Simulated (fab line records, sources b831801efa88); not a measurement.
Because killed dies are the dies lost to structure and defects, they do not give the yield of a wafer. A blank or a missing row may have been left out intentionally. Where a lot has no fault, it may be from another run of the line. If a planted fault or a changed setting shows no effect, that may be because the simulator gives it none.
Matching of chambers :: flow sky130 :: 4 sister chambers for SKY_VIA4_ETCH_12 on rie diel-04
The step etches SiO2 in C4F8/O2/Ar, stops on TiN, target depth 580 nm. 4 wafers are shown with their chamber, then 9 later ones without.

## WAFERS PAIRED WITH THEIR CHAMBERS
wafer: L079.3
chamber: 2
oes product au (a.u.): 0.924

wafer: L079.6
chamber: 3
oes product au (a.u.): 0.923

wafer: L080.4
chamber: 1
oes product au (a.u.): 0.929

wafer: L080.6
chamber: 0
oes product au (a.u.): 0.922

## WAFERS WHOSE CHAMBER IS MISSING
wafer: L085.2
oes product au (a.u.): 0.927

wafer: L085.4
oes product au (a.u.): 0.925

wafer: L085.6
oes product au (a.u.): 0.924

wafer: L088.4
oes product au (a.u.): 0.935

wafer: L088.5
oes product au (a.u.): 0.923

wafer: L088.6
oes product au (a.u.): 0.931

wafer: L091.1
oes product au (a.u.): 0.928

wafer: L091.2
oes product au (a.u.): 0.924

wafer: L091.3
oes product au (a.u.): 0.921

## EACH ONE'S CHAMBER
wafer: L085.2
from the rows above: can't be placed: 1 or 2 or 3 or 0
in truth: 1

wafer: L085.4
from the rows above: can't be placed: 2 or 3 or 0 or 1
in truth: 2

wafer: L085.6
from the rows above: can't be placed: 2 or 3 or 0
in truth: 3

wafer: L088.4
from the rows above: 1
in truth: 1

wafer: L088.5
from the rows above: can't be placed: 3 or 0 or 2
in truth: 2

wafer: L088.6
from the rows above: 1
in truth: 1

wafer: L091.1
from the rows above: can't be placed: 1 or 2 or 3
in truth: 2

wafer: L091.2
from the rows above: can't be placed: 2 or 3 or 0
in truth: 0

wafer: L091.3
from the rows above: can't be placed: 0 or 3 or 2
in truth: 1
2 of 9 placed correctly. Unplaceable from these rows: 7, with the true chamber sitting among the candidates in 6. Number placed wrongly: 0.
How it was worked out, from the rows above alone: a wafer's distance from a chamber is the root of the sum, over the readings, of the square of ((its reading less the chamber's mean) divided by the reading's scatter). If the next closest chamber is less than 2 further off than the closest, the wafer can't be placed; otherwise it belongs to the closest. The mean given for a chamber averages the wafers shown for that chamber. The scatter: root of mean squared gap, hidden wafer to nearest shown wafer, with one shown wafer a chamber.
